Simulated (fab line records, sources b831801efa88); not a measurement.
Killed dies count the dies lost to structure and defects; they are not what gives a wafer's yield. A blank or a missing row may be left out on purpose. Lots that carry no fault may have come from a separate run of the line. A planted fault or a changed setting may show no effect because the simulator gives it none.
fab line records	flow gf180mcu
record: lots: 14	wafers: 40	last-day: 32
route steps=602 shown MIM@506 M5@530 V5@543
lots that met no fault: taken from a fault-free run of the same line
start-h: the number of hours between the record's first day and the start of the first shown wafer of the lot	wait-h: hours elapsed since this lot's preceding step	" same as the row above	L1.1+2: one row covering several wafers at once	- no value, or no start was given	* or withheld: withheld	< > ~ a bound
route shown NAME@n: names a module that has steps shown in the file, with the first one's number in the route	usual: mean/standard deviation taken from wafers without a fault	same: alike in all rows	chamber/n: place in a boat	sites: each site's reading	_std_site: how widely they spread, as a standard deviation	_edge_site: inner sites' mean taken away from outer sites' mean	radius-mm: how far each site lies from the wafer's centre	mask NAME#n: copy n	behind: the tool/chamber that last shaped the wafer	hold: what put the lot on hold/how long, in hours/how the hold closed	device: the n, p or np transistor that did not switch	end of line: tests run on the same wafers once the route is complete	a step with no rows: only its recipe	killed: at the first sort, the dies lost to defects and structure; wafer yield is something else	map: a wafer's dies, marking killed ones x, the rest . and places with no die _
set.NAME: the setting as run; set.NAME@STEP: as run at that earlier step	model.NAME: the simulator's own value behind a step, which no gauge read
steps of the route over a sample of lots; a table a step, a row a wafer
services: when a tool's chamber went out of use (start-h, in hours from the record's first day, below 0 if earlier), for how many hours, and the reason
== steps ==
step: GF_MIM_SPUTTER_03
recipe: material: Ti	target-thk-nm: 10	substrate-temp-c: 300	chamber-pressure-pa: 0.3	power-w: 3000	time-s: 6.7
usual: throttle-valve-pct: 29.9/1
lot.wafer	tool	chamber	start-h	wait-h	throttle-valve-pct
L375.2	pvd-sputter-02	-	562.79	0.0	29.1
L375.4	"	-	"	"	30.0
L375.6	"	-	"	"	29.1
L376.2	pvd-sputter-04	-	571.35	0.0	28.8
L376.3	"	-	"	"	30.2
L376.6	"	-	"	"	31.2
L377.1	pvd-sputter-01	-	582.73	0.0	30.1
L377.4	"	-	"	"	30.0
L377.5	"	-	"	"	29.8
L379.3	pvd-sputter-04	-	598.60	0.0	28.5
L379.4	"	-	"	"	28.6
L379.6	"	-	"	"	28.3
L382.1	pvd-sputter-02	-	624.64	0.0	30.0
L382.2	"	-	"	"	29.0
L382.3	"	-	"	"	30.4
L383.1	pvd-sputter-01	-	626.22	0.0	30.3
L383.4	"	-	"	"	29.9
L383.6	"	-	"	"	29.7
L386.2	pvd-sputter-04	-	657.34	0.0	30.0
L386.4	"	-	"	"	31.5
L386.6	"	-	"	"	28.5
L387.1	pvd-sputter-04	-	660.50	0.0	30.0
L387.2	"	-	"	"	28.3
L387.4	"	-	"	"	28.8
L388.3	pvd-sputter-04	-	664.04	0.0	29.0
L388.4	"	-	"	"	28.4
L388.6	"	-	"	"	28.6
L389.1	pvd-sputter-04	-	673.80	0.0	31.7
L389.3	"	-	"	"	30.4
L389.4	"	-	"	"	28.5
L390.2	pvd-sputter-04	-	679.38	0.0	28.3
L390.3	"	-	"	"	28.7
L390.5	"	-	"	"	30.3
L391.3	pvd-sputter-04	-	682.64	0.0	28.5
L391.4	"	-	"	"	31.4
L391.6	"	-	"	"	30.3
L394.3	pvd-sputter-04	-	706.16	0.0	30.4
L395.1	pvd-sputter-04	-	714.34	0.0	28.8
L395.3	"	-	"	"	28.6
L395.6	"	-	"	"	31.5
step: GF_M5_EXPOSE_04
recipe: mask-id: Metal5	target-cd-nm: 280	na: 0.68	source-shape: conventional	sigma-outer: 0.6	dose-mj: 28
usual: exposure-dose-mJ-cm2: 28.000/0.029	focus-offset-nm: 0.0/0.51
lot.wafer	tool	chamber	start-h	wait-h	mask	exposure-dose-mJ-cm2	focus-offset-nm
L375.2	krf-scanner-02	0	595.74	-	Metal5#0	28.013	-0.4
L375.4	"	0	"	"	Metal5#0	28.042	-0.8
L375.6	"	0	"	"	Metal5#0	28.023	-0.6
L376.2	krf-scanner-02	0	603.65	-	Metal5#0	27.997	0.2
L376.3	"	0	"	"	Metal5#0	28.017	-0.6
L376.6	"	0	"	"	Metal5#0	28.014	-0.3
L377.1	krf-scanner-01	0	615.60	-	Metal5#0	27.993	-1.4
L377.4	"	0	"	"	Metal5#0	28.022	0.9
L377.5	"	0	"	"	Metal5#0	27.977	-0.6
L379.3	krf-scanner-01	0	630.33	-	Metal5#0	27.994	-0.3
L379.4	"	0	"	"	Metal5#0	28.037	0.3
L379.6	"	0	"	"	Metal5#0	27.997	0.0
L382.1	krf-scanner-01	0	656.15	-	Metal5#0	28.055	0.9
L382.2	"	0	"	"	Metal5#0	28.035	0.5
L382.3	"	0	"	"	Metal5#0	28.026	0.2
L383.1	krf-scanner-02	0	656.56	-	Metal5#0	27.965	0.6
L383.4	"	0	"	"	Metal5#0	28.006	0.5
L383.6	"	0	"	"	Metal5#0	28.054	0.2
L386.2	krf-scanner-01	0	685.82	-	Metal5#0	28.046	-0.4
L386.4	"	0	"	"	Metal5#0	27.971	-0.3
L386.6	"	0	"	"	Metal5#0	27.983	0.2
L387.1	krf-scanner-01	0	689.47	-	Metal5#0	27.992	0.8
L387.2	"	0	"	"	Metal5#0	28.031	0.6
L387.4	"	0	"	"	Metal5#0	27.976	0.2
L388.3	krf-scanner-01	0	693.40	-	Metal5#0	27.984	-0.1
L388.4	"	0	"	"	Metal5#0	27.997	0.0
L388.6	"	0	"	"	Metal5#0	27.971	1.5
L389.1	krf-scanner-02	0	702.54	-	Metal5#0	27.956	0.7
L389.3	"	0	"	"	Metal5#0	27.927	0.7
L389.4	"	0	"	"	Metal5#0	27.969	0.1
L390.2	krf-scanner-02	0	707.30	-	Metal5#0	28.001	0.4
L390.3	"	0	"	"	Metal5#0	27.943	0.0
L390.5	"	0	"	"	Metal5#0	27.961	0.1
L391.3	krf-scanner-02	0	711.27	-	Metal5#0	28.006	0.0
L391.4	"	0	"	"	Metal5#0	27.992	0.0
L391.6	"	0	"	"	Metal5#0	28.034	-0.7
L394.3	krf-scanner-01	-	733.99	-	Metal5#0	-	-
L395.1	krf-scanner-01	-	741.21	-	Metal5#0	-	-
L395.3	"	-	"	"	Metal5#0	-	-
L395.6	"	-	"	"	Metal5#0	-	-
step: GF_M5_ETCH_09
recipe: chemistry: CF4/O2	target: Si3N4	target-depth-nm: 52	source-w: 800	bias-w: 150	pressure-mtorr: 150	cf4-flow-sccm: 80	O2_flow_sccm: 10	time-s: 11.6
usual: drypump-motor-current-A: 5.6/0.39	oes-product-au: 0.997/0.013	throttle-valve-pct: 5.968/0.0094
lot.wafer	tool	chamber	start-h	wait-h	drypump-motor-current-A	oes-product-au	rf-hours-counter-h	throttle-valve-pct
L375.2	rie-diel-02	0	606.34	0.0	5.8	0.996	13	5.977
L375.4	"	3	"	"	6.0	0.974	15	5.952
L375.6	"	0	"	"	5.8	1.001	-	5.956
L376.2	rie-diel-02	3	613.94	0.0	6.0	0.965	15	5.959
L376.3	"	0	"	"	5.9	0.999	13	5.966
L376.6	"	0	"	"	5.9	0.992	-	5.954
L377.1	rie-diel-02	2	625.93	0.0	4.8	1.006	10	5.988
L377.4	"	1	"	"	5.6	0.999	12	5.968
L377.5	"	2	"	"	4.9	1.001	-	5.973
L379.3	rie-diel-02	2	640.23	0.0	4.8	0.988	11	5.965
L379.4	"	3	"	"	5.9	0.969	16	5.959
L379.6	"	2	"	"	4.9	0.995	-	5.951
L382.1	rie-diel-03	1	665.69	0.0	5.7	0.992	2	5.964
L382.2	"	3	"	"	5.5	1.005	43	5.966
L382.3	"	0	"	"	5.5	0.991	68	5.961
L383.1	rie-diel-02	1	666.06	0.0	5.6	0.991	14	5.974
L383.4	"	0	"	"	5.8	1.005	15	5.970
L383.6	"	2	"	"	4.8	1.006	-	5.989
L386.2	rie-diel-02	0	695.18	0.0	5.9	1.011	16	5.960
L386.4	"	1	"	"	5.6	0.992	15	5.971
L386.6	"	0	"	"	5.8	1.012	-	5.962
L387.1	rie-diel-02	3	699.08	0.0	5.9	0.987	19	5.960
L387.2	"	2	"	"	4.8	1.014	13	5.986
L387.4	"	1	"	"	5.6	0.989	15	5.958
L388.3	rie-diel-02	0	702.58	0.0	5.8	1.013	16	5.981
L388.4	"	2	"	"	4.9	1.000	13	5.973
L388.6	"	0	"	"	5.9	1.017	-	5.985
L389.1	rie-diel-02	0	711.72	0.0	5.9	1.006	17	5.968
L389.3	"	3	"	"	5.9	0.984	19	5.963
L389.4	"	2	"	"	4.8	1.004	13	5.971
L390.2	rie-diel-03	1	716.28	0.0	5.7	1.008	4	5.975
L390.3	"	0	"	"	5.5	1.011	1	5.986
L390.5	"	0	"	"	5.4	1.007	-	5.971
L391.3	rie-diel-03	3	720.13	0.0	5.5	1.004	45	5.966
L391.4	"	2	"	"	6.1	0.990	8	5.957
L391.6	"	0	"	"	5.5	1.010	-	5.954
L394.3	rie-diel-01	0	741.73	0.0	5.1	0.381	24	5.800
L395.1	rie-diel-03	3	749.62	0.0	5.5	0.369	46	5.785
L395.3	"	2	"	"	6.1	0.375	10	5.780
L395.6	"	0	"	"	5.5	0.369	-	5.786
step: GF_V5_THK_MEAS_03
recipe: reads: SiO2_of_V5_CVD_02
usual: V5_CVD_02_THK: 1452/25
lot.wafer	tool	chamber	start-h	wait-h	V5_CVD_02_THK[nm]
L375.2	film-metro-03	-	607.27	0.1	1446
L375.4	"	-	"	"	1460
L375.6	"	-	"	"	1442
L376.2	film-metro-02	-	614.83	0.1	1441
L376.3	"	-	"	"	1445
L376.6	"	-	"	"	1436
L377.1	film-metro-02	-	626.82	0.1	1455
L377.4	"	-	"	"	1472
L377.5	"	-	"	"	1484
L379.3	film-metro-04	-	641.20	0.1	1435
L379.4	"	-	"	"	1446
L379.6	"	-	"	"	1448
L382.1	film-metro-03	-	666.60	0.1	1447
L382.2	"	-	"	"	1454
L382.3	"	-	"	"	1446
L383.1	film-metro-02	-	666.97	0.1	1447
L383.4	"	-	"	"	1443
L383.6	"	-	"	"	1468
L386.2	film-metro-04	-	696.13	0.1	1481
L386.4	"	-	"	"	1488
L386.6	"	-	"	"	1496
L387.1	film-metro-04	-	699.96	0.1	1428
L387.2	"	-	"	"	1406
L387.4	"	-	"	"	1438
L388.3	film-metro-04	-	703.48	0.1	1433
L388.4	"	-	"	"	1480
L388.6	"	-	"	"	1459
L389.1	film-metro-02	-	712.71	0.1	1448
L389.3	"	-	"	"	1442
L389.4	"	-	"	"	1451
L390.2	film-metro-03	-	717.26	0.1	1477
L390.3	"	-	"	"	1516
L390.5	"	-	"	"	1487
L391.3	film-metro-03	-	721.03	0.1	1431
L391.4	"	-	"	"	1434
L391.6	"	-	"	"	1460
== services ==
tool	chamber	start-h	hours	kind
rie-diel-02	2	551.62	1.5	repair
rie-diel-02	3	562.71	16.3	repair
krf-scanner-01	-	569.98	0.7	repair
rie-diel-01	-	572.19	2.8	pm
krf-scanner-01	-	575.49	3.6	pm
pvd-sputter-04	-	582.65	2.1	repair
rie-diel-02	3	584.30	5.6	repair
rie-diel-03	3	591.81	10.2	repair
rie-diel-03	-	592.09	0.2	repair
krf-scanner-02	-	593.50	1.0	pm
krf-scanner-02	-	595.93	1.3	pm
krf-scanner-02	-	599.49	0.7	repair
krf-scanner-01	-	600.90	1.0	pm
krf-scanner-01	-	624.89	1.3	pm
krf-scanner-02	-	627.38	12.8	repair
pvd-sputter-01	-	639.09	2.1	repair
krf-scanner-01	-	640.19	0.8	pm
rie-diel-01	-	648.62	15.6	pm
krf-scanner-02	-	653.68	0.8	pm
rie-diel-01	1	678.01	16.5	repair
rie-diel-02	0	688.94	2.5	repair
pvd-sputter-01	-	694.86	0.5	repair
krf-scanner-01	-	700.13	1.0	repair
pvd-sputter-01	-	728.90	8.3	repair
== key ==
first-sign: step: GF_M5_EXPOSE_04	reading: tool-record	direction: missing
effect none on later readings
met-at GF_M5_EXPOSE_04
struck-lots L394,L395
later-rows-left-out L394.3,L395.1,L395.3,L395.6
sort-left-out L394.3,L395.1,L395.3,L395.6
tester-left-out L394,L395
not-acting-at GF_MIM_SPUTTER_03,GF_M5_ETCH_09,GF_V5_THK_MEAS_03
onset-between 693.40 733.99
earlier-fault: kind: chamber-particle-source	tool: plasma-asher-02	chamber: 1	onset-h: 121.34	steps: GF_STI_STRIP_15	rate-per-visit-cm2: 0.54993	end-h: 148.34
earlier-fault: kind: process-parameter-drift	tool: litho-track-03	chamber: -	onset-h: 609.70	steps: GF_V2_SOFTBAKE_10	channel: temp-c	offset: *	shape: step	end-h: 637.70	acts-in: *	stated: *
fault: kind: skipped-step-whole	tool: krf-scanner-01	chamber: -	onset-h: 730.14	steps: GF_M5_EXPOSE_04	scope: struck-lots-only
tester-left-out: of these lots the tester's yield and bins aren't shown, on N5 and GAA mostly nor the transistor test; their killed dies are dies lost to structure and defects alone, not to doping, threshold or leakage, so they don't give the yield
sort-left-out: the simulated sort isn't trusted on such a fault, so these wafers' sort isn't shown, and their yield isn't known
later-rows-left-out: the simulator's readings of these wafers behind a module that went badly wrong aren't trusted and aren't shown, but for the sort
